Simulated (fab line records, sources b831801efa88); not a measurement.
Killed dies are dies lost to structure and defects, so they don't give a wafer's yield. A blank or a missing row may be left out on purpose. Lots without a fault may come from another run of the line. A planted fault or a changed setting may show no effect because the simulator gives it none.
fab line records | flow sky130
record lots=12 wafers=36 last_day=50
route steps=708 shown FIELD_ISO@3 VT_ADJUST_LVTN@116 GATE_OXIDE@197
lots that met no fault: from a run of the same line without faults
start_h: hours from the record's first day to the start of the lot's first wafer shown | wait_h: hours since the lot's step before | " the same as in the row above | L1.1+2: a row that stands for several wafers | - no value, or no start given | * or withheld: withheld | < > ~ a bound
route shown NAME@n: a module of which the file shows steps, and the number in the route of the first | usual: mean/standard deviation of fault-free wafers | same: alike in all rows | chamber/n: place in a boat | sites: the reading at each site | _std_site: their standard deviation | _edge_site: outer sites' mean less inner sites' | radius_mm: how far each site lies from the wafer's centre | mask NAME#n: copy n | behind: the tool/chamber that last shaped the wafer | hold: why the lot was held/for how many hours/how that ended | device: the transistor (n, p or np) that didn't switch | end of line: the same wafers' tests at the end of the route | a step without rows: its recipe alone | killed: dies lost to structure and defects at the first sort, not the wafer's yield | map: a wafer's dies, x killed, . not, _ none there
set.NAME: the setting as run; set.NAME@STEP: as run at that earlier step | model.NAME: the simulator's own value behind a step, which no gauge read
steps of the route over a sample of lots; a table a step, a row a wafer
services: from which hour (start_h, from the record's first day; less than 0 if before it) a tool's chamber was out of use, for how many hours, and why
## steps
# step SKY_FIELD_ISO_THK_MEAS_02
# recipe reads=SiO2_of_FIELD_ISO_OXIDATION_01
# usual FIELD_ISO_OXIDATION_00_THK=12.02/0.19
# columns lot.wafer tool chamber start_h wait_h FIELD_ISO_OXIDATION_00_THK[nm]
L229.2 film_metro-02 - 11.64 0.0 11.98
L229.3 " - " " 11.94
L229.4 " - " " 12.04
L233.2 film_metro-01 - 32.15 0.0 12.17
L233.4 " - " " 11.87
L233.5 " - " " 12.11
L234.1 film_metro-02 - 38.18 0.0 11.61
L234.3 " - " " 11.54
L234.4 " - " " 11.52
L235.1 film_metro-02 - 42.38 0.0 12.21
L235.3 " - " " 12.13
L235.5 " - " " 11.99
L236.1 film_metro-01 - 48.04 0.0 12.02
L236.2 " - " " 12.08
L236.4 " - " " 12.07
L237.2 film_metro-03 - 51.64 0.0 11.89
L237.4 " - " " 12.24
L237.6 " - " " 11.98
L240.2 film_metro-03 - 66.64 0.0 12.15
L240.3 " - " " 12.39
L240.4 " - " " 12.12
L241.4 film_metro-02 - 71.66 0.0 11.89
L241.5 " - " " 12.04
L241.6 " - " " 12.12
L242.1 film_metro-03 - 76.76 0.0 11.75
L242.4 " - " " 11.81
L242.6 " - " " 11.68
L248.2 film_metro-02 - 107.36 0.0 11.89
L248.4 " - " " 12.02
L248.6 " - " " 12.14
L249.2 film_metro-03 - 112.61 0.0 11.90
L249.3 " - " " 11.89
L249.6 " - " " 12.11
L252.2 film_metro-03 - 128.24 0.0 11.85
L252.3 " - " " 11.76
L252.6 " - " " 11.82
# step SKY_FIELD_ISO_ETCH_17
# recipe target_depth_a=3420 mask_material=Si3N4 chemistry=HBr/Cl2/O2 target=Si taper_deg=5 icp_w=600 bias_w=150 pressure_mtorr=15 HBr_flow_sccm=150 Cl2_flow_sccm=40 O2_flow_sccm=6 time_s=97.7
# usual drypump_motor_current_A=5.9/0.6 mfc_cl2_sccm=40.01/0.13 oes_product_au=0.998/0.013 throttle_valve_pct=25.658/0.011
# same time_s=97.7
# columns lot.wafer tool chamber start_h wait_h drypump_motor_current_A mfc_cl2_sccm oes_product_au rf_hours_counter_h throttle_valve_pct
L229.2 rie_si-02 1 27.73 0.1 4.9 40.27 0.978 1 25.676
L229.3 " 2 " " 6.1 40.10 1.013 75 25.649
L229.4 " 0 " " 6.4 39.98 0.988 2 25.647
L233.2 rie_si-01 1 49.21 0.1 6.2 39.92 1.004 27 25.648
L233.4 " 3 " " 5.9 40.06 0.988 1 25.684
L233.5 " 2 " " 6.5 40.08 0.987 - 25.651
L235.1 rie_si-01 1 61.41 0.1 6.2 39.80 0.999 27 25.657
L235.3 " 3 " " 5.9 39.89 0.986 1 25.666
L235.5 " 2 " " 6.6 39.94 0.991 - 25.669
L234.1 rie_si-02 2 61.63 0.1 6.1 40.31 1.017 75 25.655
L234.3 " 3 " " 5.1 39.98 1.018 80 25.657
L234.4 " 0 " " 6.4 39.85 0.989 2 25.666
L236.1 rie_si-01 3 68.48 0.1 5.9 40.22 0.982 1 25.665
L236.2 " 0 " " 6.2 39.90 1.002 0 25.665
L236.4 " 2 " " 6.6 40.17 0.990 141 25.680
L237.2 rie_si-01 2 73.73 0.1 6.5 39.99 0.991 141 25.663
L237.4 " 0 " " 6.2 39.81 0.998 0 25.661
L237.6 " 3 " " 5.9 40.04 0.988 - 25.660
L240.2 rie_si-02 3 89.47 0.1 5.1 39.87 1.014 80 25.656
L240.3 " 2 " " 6.1 40.15 1.010 76 25.652
L240.4 " 0 " " 6.4 39.91 0.986 2 25.655
L241.4 rie_si-01 1 92.83 0.0 6.2 39.81 1.005 28 25.650
L241.5 " 0 " " 6.3 39.94 0.998 - 25.671
L241.6 " 3 " " 5.9 39.89 0.990 - 25.657
L242.1 rie_si-02 3 96.63 0.1 5.1 39.99 1.029 80 25.650
L242.4 " 1 " " 4.9 40.14 0.987 1 25.646
L242.6 " 0 " " 6.4 40.09 0.993 - 25.663
L248.2 rie_si-01 0 128.91 0.1 6.2 40.05 1.007 1 25.662
L248.4 " 1 " " 6.2 40.12 1.004 - 25.663
L248.6 " 3 " " 5.9 40.09 0.990 - 25.657
L249.2 rie_si-01 1 133.81 0.1 6.3 40.20 0.992 28 25.659
L249.3 " 0 " " 6.2 40.24 0.996 1 25.664
L249.6 " 0 " " 6.2 40.14 1.002 - 25.651
L252.2 rie_si-02 3 149.68 0.1 5.0 40.28 1.019 81 25.634
L252.3 " 1 " " 4.9 40.01 0.994 2 25.661
L252.6 " 0 " " 6.4 40.19 0.992 - 25.660
# step SKY_VT_ADJUST_LVTN_IMPLANT_19
# recipe species=B energy_kev=30 dose_cm2=6.5e+11 tilt_deg=withheld
# usual faraday_current_uA=3.67/0.074
# same implant_ion_amu=11
# columns lot.wafer tool chamber start_h wait_h faraday_current_uA
L229.2 implanter-04 0 157.79 0.2 3.61
L229.3 " 0 " " 3.61
L229.4 " 0 " " 3.77
L233.2 implanter-02 0 185.75 0.0 3.76
L233.4 " 0 " " 3.57
L233.5 " 0 " " 3.69
L235.1 implanter-01 0 202.90 0.0 3.71
L235.3 " 0 " " 3.71
L235.5 " 0 " " 3.61
L234.1 implanter-01 0 204.60 0.0 3.60
L234.3 " 0 " " 3.65
L234.4 " 0 " " 3.70
L236.1 implanter-04 0 211.55 0.0 3.67
L236.2 " 0 " " 3.75
L236.4 " 0 " " 3.50
L237.2 implanter-02 0 216.75 0.0 3.60
L237.4 " 0 " " 3.69
L237.6 " 0 " " 3.71
L240.2 implanter-01 0 238.65 0.0 3.77
L240.3 " 0 " " 3.64
L240.4 " 0 " " 3.76
L240.2 implanter-01 0 238.97 0.3 3.65
L240.3 " 0 " " 3.66
L240.4 " 0 " " 3.71
L241.4 implanter-04 0 243.47 0.1 3.76
L241.5 " 0 " " 3.59
L241.6 " 0 " " 3.60
L242.1 implanter-01 0 248.10 0.0 3.54
L242.4 " 0 " " 3.67
L242.6 " 0 " " 3.58
L248.2 implanter-04 0 292.20 0.0 3.68
L248.4 " 0 " " 3.64
L248.6 " 0 " " 3.67
L249.2 implanter-01 0 297.82 0.0 3.64
L249.3 " 0 " " 3.65
L249.6 " 0 " " 3.78
L249.2 implanter-01 0 298.14 0.3 3.79
L249.3 " 0 " " 3.59
L249.6 " 0 " " 3.67
L252.2 implanter-04 0 316.07 0.0 3.73
L252.3 " 0 " " 3.71
L252.6 " 0 " " 3.74
# step SKY_VT_ADJUST_LVTN_TW_MEAS_21
# usual VT_ADJUST_LVTN_2_TW=188.2/1.3
# columns lot.wafer tool chamber start_h wait_h VT_ADJUST_LVTN_2_TW
L229.2 film_metro-03 - 158.03 0.1 187.7
L229.3 " - " " 188.5
L229.4 " - " " 188.4
L233.2 film_metro-02 - 185.98 0.1 188.9
L233.4 " - " " 190.0
L233.5 " - " " 190.2
L235.1 film_metro-02 - 203.15 0.1 189.2
L235.3 " - " " 189.5
L235.5 " - " " 189.3
L234.1 film_metro-03 - 204.85 0.1 189.3
L234.3 " - " " 189.5
L234.4 " - " " 190.6
L236.1 film_metro-03 - 211.80 0.1 189.7
L236.2 " - " " 189.0
L236.4 " - " " 189.7
L237.2 film_metro-03 - 216.98 0.1 187.0
L237.4 " - " " 186.3
L237.6 " - " " 186.5
L240.2 film_metro-03 - 239.20 0.1 228.2
L240.3 " - " " 227.6
L240.4 " - " " 227.1
L241.4 film_metro-04 - 243.68 0.1 186.8
L241.5 " - " " 188.9
L241.6 " - " " 188.0
L242.1 film_metro-03 - 248.35 0.1 187.7
L242.4 " - " " 187.6
L242.6 " - " " 188.0
L248.2 film_metro-02 - 292.43 0.1 190.0
L248.4 " - " " 189.4
L248.6 " - " " 188.6
L249.2 film_metro-03 - 298.38 0.1 228.0
L249.3 " - " " 227.7
L249.6 " - " " 228.5
L252.2 film_metro-04 - 316.31 0.1 186.3
L252.3 " - " " 185.1
L252.6 " - " " 185.8
# step SKY_GATE_OXIDE_OVL_MEAS_10
# usual GATE_OXIDE_OVL=-0.3/1.3
# columns lot.wafer tool chamber start_h wait_h GATE_OXIDE_OVL[nm]
L229.2 overlay-02 - 300.39 0.1 -0.3
L229.3 " - " " 0.0
L229.4 " - " " -1.8
L233.2 overlay-01 - 335.44 0.1 -1.1
L233.4 " - " " -0.3
L233.5 " - " " -3.0
L235.1 overlay-01 - 357.76 0.1 1.2
L235.3 " - " " -0.3
L235.5 " - " " 0.7
L234.1 overlay-01 - 359.61 0.1 1.9
L234.3 " - " " 0.3
L234.4 " - " " 0.8
L236.1 overlay-02 - 370.61 0.1 0.3
L236.2 " - " " 3.1
L236.4 " - " " 1.0
L237.2 overlay-02 - 374.84 0.1 -0.2
L237.4 " - " " -2.2
L237.6 " - " " -0.6
L240.2 overlay-02 - 404.44 0.1 1.2
L240.3 " - " " 1.6
L240.4 " - " " 1.5
L241.4 overlay-01 - 411.56 0.1 -0.2
L241.5 " - " " 0.4
L241.6 " - " " 2.5
L242.1 overlay-02 - 419.99 0.1 -1.0
L242.4 " - " " -0.9
L242.6 " - " " 1.2
L248.2 overlay-01 - 473.86 0.1 -1.5
L248.4 " - " " -2.5
L248.6 " - " " -0.5
L249.2 overlay-01 - 485.47 0.1 1.0
L249.3 " - " " 1.4
L249.6 " - " " 1.7
L252.2 overlay-01 - 500.44 0.1 0.6
L252.3 " - " " 0.2
L252.6 " - " " 0.7
## services
# columns tool chamber start_h hours kind
rie_si-01 - 18.63 2.8 pm
rie_si-01 0 26.61 - clean
rie_si-01 0 26.61 22.5 scheduled_down
rie_si-01 0 26.61 22.5 vent_cycle
implanter-01 - 29.16 4.2 pm
implanter-01 - 100.60 3.2 pm
rie_si-01 2 120.89 - clean
rie_si-01 2 120.89 14.7 scheduled_down
rie_si-01 2 120.89 14.7 vent_cycle
rie_si-02 1 121.89 13.0 repair
implanter-01 - 126.42 2.2 repair
rie_si-02 2 135.27 13.9 repair
rie_si-02 0 150.47 21.7 repair
implanter-02 - 153.52 4.0 repair
rie_si-02 3 161.84 18.6 repair
implanter-04 - 179.29 4.0 pm
rie_si-01 3 241.42 6.2 repair
rie_si-02 - 243.28 0.2 repair
implanter-02 - 247.04 3.5 pm
implanter-04 - 250.49 4.2 repair
implanter-01 - 258.48 5.4 repair
rie_si-01 - 263.29 0.3 repair
implanter-04 - 265.11 3.8 pm
implanter-01 - 307.82 8.3 repair
## key
first_sign step=SKY_VT_ADJUST_LVTN_IMPLANT_19 reading=visit direction=added
effect step=SKY_VT_ADJUST_LVTN_TW_MEAS_21 reading=VT_ADJUST_LVTN_2_TW direction=up sigmas=30 usual=188.2 struck=227.8
met_at SKY_VT_ADJUST_LVTN_IMPLANT_19
struck_lots L240,L249
tester_left_out L240,L249
not_acting_at SKY_FIELD_ISO_THK_MEAS_02,SKY_FIELD_ISO_ETCH_17,SKY_GATE_OXIDE_OVL_MEAS_10
fault kind=repeated_step_whole tool=implanter-01,implanter-02,implanter-04 chamber=- onset_h=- steps=SKY_VT_ADJUST_LVTN_IMPLANT_19 times=1 scope=struck_lots_only
# tester_left_out: of these lots the tester's yield and bins aren't shown, on N5 and GAA mostly nor the transistor test; their killed dies are dies lost to structure and defects alone, not to doping, threshold or leakage, so they don't give the yield
